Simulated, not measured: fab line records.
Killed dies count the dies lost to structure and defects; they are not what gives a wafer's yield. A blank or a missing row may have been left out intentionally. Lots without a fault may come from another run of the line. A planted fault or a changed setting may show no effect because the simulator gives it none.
fab line records	flow sky130
[record] lots = 24	wafers = 72	last-day = 51
route steps=708 shown VIA2@510 CAPM@541 VIA3@576 VIA4@652
lots untouched by any fault: they come from a run of this same line in which no faults occurred
start-h: start of the lot's first displayed wafer, in hours after the record's first day	wait-h: hours since the lot's step before	" same as the row above	L1.1+2: a row that stands for several wafers	- no value present, or no start provided	* or withheld: withheld	< > ~ a bound
route shown NAME@n: names a module that has steps shown in the file, with the first one's number in the route	usual: average and standard deviation across the fault-free wafers	same: alike in all rows	chamber/n: place in a boat	sites: the reading at each site	_std_site: their standard deviation	_edge_site: outer sites' mean less inner sites'	radius-mm: how far each site lies from the wafer's centre	mask NAME#n: copy n	behind: the most recent tool/chamber to have shaped the wafer	hold: cause of the lot's hold/its duration in hours/its outcome	device: whichever transistor did not switch (one of n, p or np)	end of line: at the end of the route, the tests of the same wafers	step lacking rows: just its recipe	killed: not the wafer's yield, but the dies lost to structure and defects at the first sort	map: the dies of a wafer, with x for killed, . for not killed, _ for no die there
set.NAME: the setting the step ran with; set.NAME@STEP: the setting that earlier step ran with	model.NAME: the simulator's own value behind a step, which no gauge read
a sample of lots followed through the steps of the route, with each step as a table and each wafer as a row
services: from which hour (start-h, from the record's first day; less than 0 if before it) a tool's chamber was out of use, for how many hours, and why
[[steps]]
[step SKY_VIA2_BOW_MEAS_03]
[recipe] mode = bow
[usual] VIA2_BOW = 86/7.5
lot.wafer	tool	chamber	start-h	wait-h	VIA2_BOW[um]
L074.1	film-metro-04	-	829.16	0.1	83
L074.2	"	-	"	"	83
L074.3	"	-	"	"	87
L075.3	film-metro-01	-	839.21	0.2	87
L075.5	"	-	"	"	92
L075.6	"	-	"	"	71
L076.2	film-metro-02	-	843.71	0.1	95
L076.4	"	-	"	"	96
L076.5	"	-	"	"	110
L077.1	film-metro-01	-	858.35	0.2	83
L077.2	"	-	"	"	95
L077.5	"	-	"	"	79
L079.1	film-metro-02	-	878.32	0.1	87
L079.2	"	-	"	"	85
L079.5	"	-	"	"	91
L080.1	film-metro-04	-	878.38	0.2	80
L080.2	"	-	"	"	90
L080.3	"	-	"	"	98
L078.1	film-metro-01	-	878.63	0.1	94
L078.4	"	-	"	"	85
L078.6	"	-	"	"	89
L081.1	film-metro-02	-	881.62	0.2	83
L081.3	"	-	"	"	90
L081.4	"	-	"	"	84
L082.1	film-metro-01	-	900.60	0.2	82
L082.2	"	-	"	"	97
L082.4	"	-	"	"	90
L083.1	film-metro-01	-	903.90	0.2	77
L083.4	"	-	"	"	87
L083.6	"	-	"	"	99
L085.2	film-metro-02	-	909.21	0.2	82
L085.4	"	-	"	"	84
L085.5	"	-	"	"	90
L084.1	film-metro-02	-	914.59	0.2	91
L084.3	"	-	"	"	91
L084.4	"	-	"	"	96
L086.2	film-metro-02	-	918.68	0.2	78
L086.4	"	-	"	"	86
L086.5	"	-	"	"	80
L087.4	film-metro-02	-	928.62	0.3	88
L087.5	"	-	"	"	84
L087.6	"	-	"	"	78
L088.1	film-metro-02	-	933.82	0.2	83
L088.5	"	-	"	"	80
L088.6	"	-	"	"	90
L089.1	film-metro-01	-	943.08	0.1	99
L089.5	"	-	"	"	90
L089.6	"	-	"	"	84
L090.2	film-metro-02	-	949.67	0.1	70
L090.3	"	-	"	"	82
L090.4	"	-	"	"	83
L092.3	film-metro-01	-	964.47	0.2	82
L092.5	"	-	"	"	81
L092.6	"	-	"	"	66
L091.1	film-metro-02	-	969.14	0.2	86
L091.2	"	-	"	"	84
L091.4	"	-	"	"	87
L093.1	film-metro-01	-	970.02	0.2	76
L093.5	"	-	"	"	105
L093.6	"	-	"	"	87
L094.1	film-metro-02	-	978.56	0.1	85
L094.2	"	-	"	"	94
L094.6	"	-	"	"	75
L096.1	film-metro-04	-	985.58	0.2	81
L096.3	"	-	"	"	91
L096.4	"	-	"	"	82
L095.1	film-metro-02	-	991.22	0.1	87
L095.2	"	-	"	"	87
L095.4	"	-	"	"	79
L097.1	film-metro-02	-	1004.26	0.1	91
L097.5	"	-	"	"	95
L097.6	"	-	"	"	99
[step SKY_CAPM_THK_MEAS_04]
[recipe] thk-meas-gauge = xrf	reads = TiN_of_CAPM_SPUTTER_02
[usual] CAPM_TIN_THK = 200/3.1
lot.wafer	tool	chamber	start-h	wait-h	CAPM_TIN_THK[nm]
L074.1	film-metro-03	-	857.60	0.1	196
L074.2	"	-	"	"	195
L074.3	"	-	"	"	195
L075.3	film-metro-02	-	867.57	0.1	203
L075.5	"	-	"	"	203
L075.6	"	-	"	"	204
L076.2	film-metro-03	-	872.11	0.1	201
L076.4	"	-	"	"	199
L076.5	"	-	"	"	200
L077.1	film-metro-01	-	886.53	0.1	203
L077.2	"	-	"	"	203
L077.5	"	-	"	"	204
L079.1	film-metro-01	-	905.65	0.1	206
L079.2	"	-	"	"	205
L079.5	"	-	"	"	206
L080.1	film-metro-01	-	906.65	0.1	204
L080.2	"	-	"	"	202
L080.3	"	-	"	"	203
L078.1	film-metro-02	-	906.89	0.1	199
L078.4	"	-	"	"	198
L078.6	"	-	"	"	199
L081.1	film-metro-01	-	909.44	0.1	205
L081.3	"	-	"	"	206
L081.4	"	-	"	"	204
L082.1	film-metro-01	-	928.29	0.1	203
L082.2	"	-	"	"	203
L082.4	"	-	"	"	205
L083.1	film-metro-02	-	931.00	0.1	193
L083.4	"	-	"	"	194
L083.6	"	-	"	"	193
L085.2	film-metro-03	-	936.01	0.1	196
L085.4	"	-	"	"	198
L085.5	"	-	"	"	198
L084.1	film-metro-02	-	941.80	0.1	198
L084.3	"	-	"	"	200
L084.4	"	-	"	"	198
L086.2	film-metro-01	-	946.05	0.1	201
L086.4	"	-	"	"	202
L086.5	"	-	"	"	202
L087.4	film-metro-01	-	955.74	0.1	198
L087.5	"	-	"	"	200
L087.6	"	-	"	"	197
L088.1	film-metro-02	-	960.80	0.1	198
L088.5	"	-	"	"	197
L088.6	"	-	"	"	200
L089.1	film-metro-02	-	969.90	0.1	199
L089.5	"	-	"	"	198
L089.6	"	-	"	"	199
L090.2	film-metro-01	-	976.55	0.1	200
L090.3	"	-	"	"	201
L090.4	"	-	"	"	199
L092.3	film-metro-02	-	989.88	0.1	197
L092.5	"	-	"	"	196
L092.6	"	-	"	"	196
L091.1	film-metro-03	-	995.38	0.1	201
L091.2	"	-	"	"	201
L091.4	"	-	"	"	202
L093.1	film-metro-01	-	996.40	0.1	203
L093.5	"	-	"	"	202
L093.6	"	-	"	"	202
L094.1	film-metro-01	-	1004.25	0.1	202
L094.2	"	-	"	"	201
L094.6	"	-	"	"	202
L096.1	film-metro-01	-	1011.40	0.1	198
L096.3	"	-	"	"	199
L096.4	"	-	"	"	198
L095.1	film-metro-01	-	1016.76	0.1	206
L095.2	"	-	"	"	207
L095.4	"	-	"	"	206
L097.1	film-metro-02	-	1029.73	0.1	199
L097.5	"	-	"	"	199
L097.6	"	-	"	"	200
[step SKY_VIA3_BOW_MEAS_03]
[recipe] mode = bow
[usual] VIA3_BOW = 80/7.5
lot.wafer	tool	chamber	start-h	wait-h	VIA3_BOW[um]
L074.1	film-metro-03	-	911.88	0.2	75
L074.2	"	-	"	"	75
L074.3	"	-	"	"	78
L075.3	film-metro-04	-	920.84	0.2	84
L075.5	"	-	"	"	85
L075.6	"	-	"	"	67
L076.2	film-metro-03	-	925.07	0.1	89
L076.4	"	-	"	"	87
L076.5	"	-	"	"	100
L077.1	film-metro-04	-	939.04	0.1	80
L077.2	"	-	"	"	90
L077.5	"	-	"	"	75
L079.1	film-metro-01	-	956.76	0.1	82
L079.2	"	-	"	"	78
L079.5	"	-	"	"	86
L080.1	film-metro-04	-	958.15	0.2	72
L080.2	"	-	"	"	83
L080.3	"	-	"	"	90
L078.1	film-metro-01	-	958.50	0.1	87
L078.4	"	-	"	"	78
L078.6	"	-	"	"	82
L081.1	film-metro-04	-	960.92	0.1	74
L081.3	"	-	"	"	83
L081.4	"	-	"	"	77
L082.1	film-metro-01	-	979.06	0.1	74
L082.2	"	-	"	"	90
L082.4	"	-	"	"	83
L083.1	film-metro-04	-	981.60	0.2	67
L083.4	"	-	"	"	75
L083.6	"	-	"	"	90
L085.2	film-metro-01	-	986.81	0.2	80
L085.4	"	-	"	"	81
L085.5	"	-	"	"	87
L084.1	film-metro-04	-	993.04	0.1	86
L084.3	"	-	"	"	87
L084.4	"	-	"	"	89
L086.2	film-metro-01	-	996.82	0.1	72
L086.4	"	-	"	"	80
L086.5	"	-	"	"	75
L087.4	film-metro-03	-	1006.25	0.2	81
L087.5	"	-	"	"	79
L087.6	"	-	"	"	72
L088.1	film-metro-01	-	1010.62	0.2	73
L088.5	"	-	"	"	71
L088.6	"	-	"	"	81
L089.1	film-metro-01	-	1019.19	0.1	86
L089.5	"	-	"	"	77
L089.6	"	-	"	"	71
L090.2	film-metro-03	-	1025.73	0.3	62
L090.3	"	-	"	"	77
L090.4	"	-	"	"	77
L092.3	film-metro-04	-	1038.05	0.1	78
L092.5	"	-	"	"	76
L092.6	"	-	"	"	60
L091.1	film-metro-03	-	1043.99	0.2	85
L091.2	"	-	"	"	80
L091.4	"	-	"	"	83
L093.1	film-metro-03	-	1044.67	0.2	68
L093.5	"	-	"	"	96
L093.6	"	-	"	"	77
L094.1	film-metro-03	-	1052.66	0.2	78
L094.2	"	-	"	"	87
L094.6	"	-	"	"	68
L096.1	film-metro-04	-	1060.33	0.1	78
L096.3	"	-	"	"	87
L096.4	"	-	"	"	80
L095.1	film-metro-01	-	1064.59	0.2	80
L095.2	"	-	"	"	80
L095.4	"	-	"	"	71
L097.1	film-metro-03	-	1075.46	0.2	85
L097.5	"	-	"	"	90
L097.6	"	-	"	"	94
[step SKY_VIA3_THK_MEAS_23]
[recipe] thk-meas-gauge = xrf	reads = W_of_VIA3_CVD_21
[usual] VIA3_W_THK = 389/9.6
lot.wafer	tool	chamber	start-h	wait-h	VIA3_W_THK[nm]
L074.1	film-metro-01	-	938.00	0.1	405
L074.2	"	-	"	"	390
L074.3	"	-	"	"	402
L075.3	film-metro-03	-	946.66	0.1	399
L075.5	"	-	"	"	386
L075.6	"	-	"	"	400
L076.2	film-metro-04	-	950.72	0.1	370
L076.4	"	-	"	"	378
L076.5	"	-	"	"	373
L077.1	film-metro-04	-	964.55	0.1	392
L077.2	"	-	"	"	393
L077.5	"	-	"	"	388
L079.1	film-metro-03	-	981.80	0.1	405
L079.2	"	-	"	"	382
L079.5	"	-	"	"	382
L080.1	film-metro-01	-	982.72	0.1	383
L080.2	"	-	"	"	390
L080.3	"	-	"	"	381
L078.1	film-metro-03	-	983.56	0.1	383
L078.4	"	-	"	"	389
L078.6	"	-	"	"	381
L081.1	film-metro-01	-	986.15	0.1	386
L081.3	"	-	"	"	406
L081.4	"	-	"	"	386
L082.1	film-metro-03	-	1004.71	0.1	401
L082.2	"	-	"	"	384
L082.4	"	-	"	"	395
L083.1	film-metro-01	-	1006.84	0.1	380
L083.4	"	-	"	"	383
L083.6	"	-	"	"	378
L085.2	film-metro-03	-	1012.10	0.1	386
L085.4	"	-	"	"	388
L085.5	"	-	"	"	386
L084.1	film-metro-01	-	1017.90	0.1	399
L084.3	"	-	"	"	410
L084.4	"	-	"	"	396
L086.2	film-metro-01	-	1022.17	0.1	393
L086.4	"	-	"	"	396
L086.5	"	-	"	"	411
L087.4	film-metro-01	-	1030.47	0.1	392
L087.5	"	-	"	"	394
L087.6	"	-	"	"	404
L088.1	film-metro-04	-	1033.95	0.1	398
L088.5	"	-	"	"	393
L088.6	"	-	"	"	385
L089.1	film-metro-04	-	1043.46	0.1	394
L089.5	"	-	"	"	385
L089.6	"	-	"	"	385
L090.2	film-metro-04	-	1049.41	0.1	384
L090.3	"	-	"	"	384
L090.4	"	-	"	"	381
L092.3	film-metro-04	-	1061.66	0.1	392
L092.5	"	-	"	"	400
L092.6	"	-	"	"	383
L091.1	film-metro-03	-	1067.41	0.1	389
L091.2	"	-	"	"	396
L091.4	"	-	"	"	388
L093.1	film-metro-04	-	1067.71	0.1	380
L093.5	"	-	"	"	382
L093.6	"	-	"	"	377
L094.1	film-metro-04	-	1075.11	0.1	402
L094.2	"	-	"	"	390
L094.6	"	-	"	"	399
L096.1	film-metro-04	-	1082.72	0.1	400
L096.3	"	-	"	"	395
L096.4	"	-	"	"	394
L095.1	film-metro-04	-	1086.76	0.1	383
L095.2	"	-	"	"	381
L095.4	"	-	"	"	382
L097.1	film-metro-03	-	1097.36	0.1	373
L097.5	"	-	"	"	382
L097.6	"	-	"	"	372
[step SKY_VIA4_STRIP_13]
[recipe] chemistry = O2/N2	power-w = 1400	pressure-mtorr = 1500	platen-temp-c = withheld	o2-flow-sccm = 3000	n2-flow-sccm = 300	overash-fraction = 0.5
[usual] drypump-motor-current-A = 5.9/0.43	oes-product-au = 0.709/0.0049	strip-time-to-endpoint-s = 12.80/0.031
[same] overash-fraction = 0.5
lot.wafer	tool	chamber	start-h	wait-h	drypump-motor-current-A	oes-product-au	rf-hours-counter-h	strip-time-to-endpoint-s
L074.1	plasma-asher-01	0	1011.91	-	6.2	0.704	116	12.75
L074.2	"	1	"	"	5.9	0.707	116	12.82
L074.3	"	1	"	"	5.9	0.703	-	12.74
L075.3	plasma-asher-01	0	1021.10	-	6.2	0.707	-	12.80
L075.5	"	0	"	"	6.2	0.699	-	12.76
L075.6	"	1	"	"	5.9	0.709	-	12.81
L076.2	plasma-asher-02	1	1024.31	-	5.2	0.710	88	12.82
L076.4	"	0	"	"	6.3	0.705	-	12.77
L076.5	"	1	"	"	5.2	0.713	-	12.82
L077.1	plasma-asher-04	1	1036.86	-	6.2	0.714	60	12.82
L077.2	"	0	"	"	6.1	0.716	60	12.79
L077.5	"	1	"	"	6.2	0.709	-	12.79
L079.1	plasma-asher-01	1	1053.87	-	5.9	0.714	120	12.87
L079.2	"	0	"	"	6.2	0.711	120	12.82
L079.5	"	0	"	"	6.2	0.712	-	12.85
L080.1	plasma-asher-02	1	1054.77	-	5.2	0.700	91	12.83
L080.2	"	0	"	"	6.4	0.709	91	12.82
L080.3	"	0	"	"	6.3	0.703	-	12.80
L078.1	plasma-asher-02	0	1056.15	-	6.4	0.708	91	12.83
L078.4	"	0	"	"	6.4	0.712	-	12.82
L078.6	"	1	"	"	5.2	0.704	-	12.87
L081.1	plasma-asher-02	0	1058.67	-	6.3	0.715	91	12.81
L081.3	"	0	"	"	6.3	0.709	-	12.83
L081.4	"	1	"	"	5.2	0.712	-	12.78
L082.1	plasma-asher-04	0	1074.82	-	6.1	0.705	64	12.86
L082.2	"	1	"	"	6.2	0.707	64	12.82
L082.4	"	0	"	"	6.1	0.716	-	12.88
L083.1	plasma-asher-04	1	1075.95	-	6.3	0.710	64	12.79
L083.4	"	0	"	"	6.0	0.718	-	12.78
L083.6	"	1	"	"	6.2	0.713	-	12.79
L085.2	plasma-asher-02	1	1081.62	-	5.2	0.711	94	12.80
L085.4	"	0	"	"	6.3	0.713	-	12.82
L085.5	"	1	"	"	5.2	0.710	-	12.77
L084.1	plasma-asher-02	1	1087.50	-	5.2	0.708	94	12.79
L084.3	"	1	"	"	5.2	0.713	-	12.82
L084.4	"	0	"	"	6.3	0.720	-	12.78
L086.2	plasma-asher-01	0	1091.47	-	6.2	0.712	2	12.76
L086.4	"	0	"	"	6.2	0.709	-	12.79
L086.5	"	1	"	"	5.9	0.704	-	12.79
L087.4	plasma-asher-02	1	1098.45	-	5.2	0.704	-	12.75
L087.5	"	1	"	"	5.2	0.703	-	12.83
L087.6	"	0	"	"	6.3	0.710	-	12.82
L088.1	plasma-asher-02	1	1101.06	-	5.2	0.710	96	12.82
L088.5	"	0	"	"	6.4	0.701	-	12.80
L088.6	"	1	"	"	5.2	0.713	-	12.81
L089.1	plasma-asher-01	1	1111.06	-	5.9	0.707	4	12.77
L089.5	"	0	"	"	6.2	0.714	-	12.81
L089.6	"	1	"	"	5.9	0.708	-	12.82
L090.2	plasma-asher-02	0	1114.56	-	6.4	0.714	97	12.77
L090.3	"	1	"	"	5.2	0.716	-	12.79
L090.4	"	0	"	"	6.4	0.711	-	12.81
L092.3	plasma-asher-02	0	1126.50	-	6.4	0.708	-	12.81
L092.5	"	0	"	"	6.4	0.706	-	12.83
L092.6	"	1	"	"	5.2	0.715	-	12.80
L091.1	plasma-asher-01	0	1131.91	-	6.1	0.704	6	12.82
L091.2	"	1	"	"	5.9	0.708	6	12.82
L091.4	"	1	"	"	5.9	0.699	-	12.81
L093.1	plasma-asher-01	0	1133.61	-	6.1	0.713	6	12.79
L093.5	"	0	"	"	6.2	0.712	-	12.80
L093.6	"	1	"	"	5.9	0.715	-	12.84
L094.1	plasma-asher-01	1	1139.17	-	5.9	0.708	7	12.80
L094.2	"	0	"	"	6.2	0.711	7	12.78
L094.6	"	0	"	"	6.2	0.713	-	12.80
L096.1	plasma-asher-01	1	1145.00	-	5.9	0.709	7	12.81
L096.3	"	1	"	"	5.9	0.699	-	12.77
L096.4	"	0	"	"	6.2	0.711	-	12.85
L095.1	plasma-asher-02	0	1149.05	-	6.3	0.708	100	12.81
L095.2	"	1	"	"	5.2	0.714	100	12.82
L095.4	"	0	"	"	6.3	0.705	-	12.76
L097.1	plasma-asher-01	0	1158.35	-	6.2	0.711	8	12.79
L097.5	"	1	"	"	5.9	0.711	-	12.80
L097.6	"	0	"	"	6.2	0.708	-	12.78
[step SKY_VIA4_CMP_21]
[recipe] stop-on = SiO2	t-overpolish-s = 25	down-force-psi = 3.5	platen-rpm = 60	target-thk-nm = 0	pad-velocity-m-s = 0.94248
[usual] motor-current-A = 10.7/0.99	overpolish-run-s = 24.999/0.0096	time-to-endpoint-s = 123/4.9
lot.wafer	tool	chamber	start-h	wait-h	motor-current-A	overpolish-run-s	time-to-endpoint-s
L074.1	cmp-01	0	1012.90	0.1	11.3	24.991	125
L074.3	"	2	"	"	9.8	25.002	125
L074.2	"	3	"	"	8.9	24.991	124
L075.3	cmp-01	0	1022.22	0.1	11.1	24.991	121
L075.5	"	2	"	"	9.4	24.996	116
L075.6	"	3	"	"	8.8	25.014	121
L076.4	cmp-02	0	1025.42	0.1	10.8	24.993	125
L076.2	"	1	"	"	10.7	25.000	127
L076.5	"	2	"	"	12.3	25.004	122
L077.2	cmp-02	0	1038.31	0.1	11.9	24.996	127
L077.1	"	1	"	"	10.3	24.998	131
L077.5	"	0	"	"	11.0	25.003	132
L079.1	cmp-02	0	1055.05	0.1	10.7	25.025	130
L079.2	"	3	"	"	11.5	25.023	131
L079.5	"	1	"	"	10.4	25.007	131
L080.2	cmp-02	3	1056.25	0.1	10.9	24.995	122
L080.1	"	0	"	"	10.7	25.006	130
L080.3	"	1	"	"	11.0	24.992	128
L078.1	cmp-02	2	1058.29	0.8	11.8	24.974	117
L078.4	"	3	"	"	11.3	25.003	127
L078.6	"	1	"	"	10.7	24.992	132
L081.3	cmp-02	2	1059.68	0.0	11.6	24.987	116
L081.1	"	3	"	"	10.7	25.005	124
L081.4	"	1	"	"	10.5	24.994	128
L082.2	cmp-02	2	1075.97	0.2	12.6	25.007	120
L082.4	"	0	"	"	11.8	25.004	129
L082.1	"	1	"	"	10.8	25.012	125
L083.1	cmp-01	1	1077.11	0.2	9.6	25.006	119
L083.4	"	3	"	"	9.1	24.999	117
L083.6	"	0	"	"	11.1	24.997	123
L085.2	cmp-01	2	1082.72	0.1	9.5	24.995	122
L085.4	"	0	"	"	11.4	25.003	121
L085.5	"	2	"	"	9.7	25.010	116
L084.4	cmp-02	3	1088.53	0.0	11.4	25.007	132
L084.3	"	0	"	"	11.1	25.007	133
L084.1	"	1	"	"	10.1	25.010	138
L086.2	cmp-02	3	1093.03	0.2	11.3	24.991	124
L086.4	"	2	"	"	12.9	25.012	115
L086.5	"	3	"	"	11.0	24.996	123
L087.4	cmp-02	0	1099.81	0.4	10.9	24.997	126
L087.5	"	1	"	"	10.9	24.982	130
L087.6	"	2	"	"	11.6	24.995	119
L088.1	cmp-02	2	1102.54	0.4	11.8	25.007	115
L088.5	"	3	"	"	11.4	25.004	119
L088.6	"	0	"	"	10.7	24.988	125
L089.1	cmp-01	2	1112.15	0.1	9.3	25.014	127
L089.5	"	0	"	"	11.5	25.010	125
L089.6	"	1	"	"	9.9	24.998	124
L090.4	cmp-01	1	1115.55	0.0	9.7	25.008	121
L090.3	"	3	"	"	9.2	24.995	122
L090.2	"	0	"	"	11.4	25.011	125
L092.3	cmp-01	0	1127.90	0.5	11.1	25.010	122
L092.5	"	1	"	"	9.6	24.997	118
L092.6	"	2	"	"	9.4	25.003	118
L091.1	cmp-01	3	1132.95	0.1	8.9	25.012	124
L091.4	"	0	"	"	10.9	25.001	127
L091.2	"	1	"	"	9.2	24.993	120
L093.1	cmp-02	0	1134.70	0.1	10.9	25.013	124
L093.5	"	2	"	"	11.9	24.990	121
L093.6	"	3	"	"	11.2	24.983	119
L094.1	cmp-02	2	1140.52	0.2	11.6	25.004	118
L094.2	"	3	"	"	11.4	25.005	126
L094.6	"	3	"	"	11.6	24.986	125
L096.1	cmp-01	2	1145.99	0.1	9.3	25.002	124
L096.4	"	3	"	"	8.5	25.018	128
L096.3	"	1	"	"	9.5	25.020	128
L095.1	cmp-02	3	1150.05	0.1	11.7	24.997	120
L095.2	"	0	"	"	10.6	24.996	120
L095.4	"	2	"	"	12.1	24.997	115
L097.1	cmp-02	3	1159.51	0.2	10.6	24.984	118
L097.6	"	3	"	"	10.8	25.001	118
L097.5	"	0	"	"	11.0	25.012	119
[[services]]
tool	chamber	start-h	hours	kind
cmp-02	-	1016.92	2.9	pm
cmp-01	-	1052.02	17.4	pm
plasma-asher-01	-	1055.25	9.0	pm
plasma-asher-01	0	1055.25	9.0	vent-cycle
plasma-asher-01	1	1055.25	9.0	vent-cycle
plasma-asher-01	-	1064.25	2.8	pm
plasma-asher-01	0	1064.25	-	clean
plasma-asher-01	1	1064.25	-	clean
cmp-02	-	1068.25	1.6	repair
plasma-asher-04	-	1076.60	5.4	repair
cmp-02	-	1084.14	4.0	pm
plasma-asher-04	-	1086.10	2.4	repair
cmp-02	-	1088.14	-	consumable-replace:conditioner
cmp-02	-	1088.14	-	consumable-replace:pad
cmp-01	-	1088.25	4.5	pm
plasma-asher-01	-	1099.30	2.7	repair
cmp-02	-	1122.83	6.4	pm
plasma-asher-04	-	1128.28	1.3	repair
cmp-02	-	1132.86	0.5	repair
plasma-asher-02	-	1134.08	1.1	repair
cmp-02	-	1145.65	1.8	repair
[[key]]
fault none
